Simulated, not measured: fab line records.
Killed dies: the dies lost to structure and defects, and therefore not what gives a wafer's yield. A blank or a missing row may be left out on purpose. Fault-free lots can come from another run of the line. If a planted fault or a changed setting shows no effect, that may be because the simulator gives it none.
8D (eight disciplines) problem report, filled in by code / flow sky130 / the parts of the form that need people (team, actions taken, sign-off) are left out

## 1. THE PROBLEM
spike tc lower C at SKY_SONOS_ONO_CVD_04 reads a mean of 941.0 C on 9 wafers of 3 lots; wafers without a fault read 898.5 C with a standard deviation of 1.2. That puts it +35 standard deviations away from the usual mean.
The step: deposits SiO2 from SiH4/N2O, target thk 5.7199 nm.
Seen first at day 14 05:35 on lpcvd-03, wafer L231.3. The record holds 39 wafers of 13 lots with a number at this step. By rule, "out" or "out of limits" means more than 4 standard deviations away from the usual mean. The rest of the wafers with a number are treated as sound.

## 2. WHAT IT IS, AND WHAT IT ISN'T
question=which readings at this step | is=spike tc lower C, spike tc bottom C, zone power bottom pct, zone power lower pct | is not=-
question=which lots | is=L231, L232, L233 | is not=L224, L225, L226, L227, L240, L241, L242, L244, L245, L246
question=which wafers of those lots | is=all that have a number | is not=-
question=read on which tools | is=lpcvd-03 | is not=-
question=when | is=from day 14 05:35 | is not=up to then (12 sound wafers); but 18 sound wafers of L240, L241, L242, L244, L245, L246 came after

## 3. SUSPECTS, AND WHAT RULES EACH OUT
Counting: a tool at any process step up to the reading remains a suspect when it ran all the lots that are out and ran no sound lot after the first of those.
- lpcvd-03 at SKY_SONOS_ONO_CVD_04 (deposits SiO2 from SiH4/N2O, target thk 5.7199 nm): ruled out as a lasting fault. Following L231 (day 14 05:35), the first lot on it that is out, the sound lots L240, L241, L242, L244, L245, L246 were run on it.
Left after counting: nothing in the record.

## 4. THE CAUSE (what the simulator had put in)
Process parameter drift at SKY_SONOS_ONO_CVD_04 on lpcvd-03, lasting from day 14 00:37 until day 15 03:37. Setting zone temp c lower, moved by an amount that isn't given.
Counting ruled it out, wrongly.

## 5. SEQUENCE OF EFFECTS, ordered by route
One row per reading whose mean, taken over the struck wafers that have a number, lies over 3 standard deviations from the usual. Only readings for which the record gives a usual standard deviation are gone through. hours: the time from each lot's start at the first step in this table that gives one to its start at this step, as a median over the lots. sigmas: the change in usual standard deviations.
hours=0; step=SKY_SONOS_ONO_CVD_04; reading=spike tc bottom C; usual=917.7 C; on struck wafers=909.9; change=-7.8; sigmas=-7.1
hours=0; step=SKY_SONOS_ONO_CVD_04; reading=spike tc centre C; usual=900.7 C; on struck wafers=895.8; change=-4.9; sigmas=-4.9
hours=0; step=SKY_SONOS_ONO_CVD_04; reading=spike tc lower C; usual=898.5 C; on struck wafers=941.0; change=+42.5; sigmas=+35
hours=0; step=SKY_SONOS_ONO_CVD_04; reading=zone power bottom pct; usual=28.3 %; on struck wafers=22.2; change=-6.1; sigmas=-7.6
hours=0; step=SKY_SONOS_ONO_CVD_04; reading=zone power centre pct; usual=17.4 %; on struck wafers=9.0; change=-8.4; sigmas=-3.1
hours=0; step=SKY_SONOS_ONO_CVD_04; reading=zone power lower pct; usual=16.0 %; on struck wafers=29.9; change=+13.9; sigmas=+17
It contains these process steps:
- SKY_SONOS_ONO_CVD_04: deposits SiO2 from SiH4/N2O, target thk 5.7199 nm.

## 6. HOW IT WOULD HAVE BEEN CAUGHT EARLIER
In this record the first reading out of limits was taken at day 14 05:35, 5 hours after the fault began at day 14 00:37.
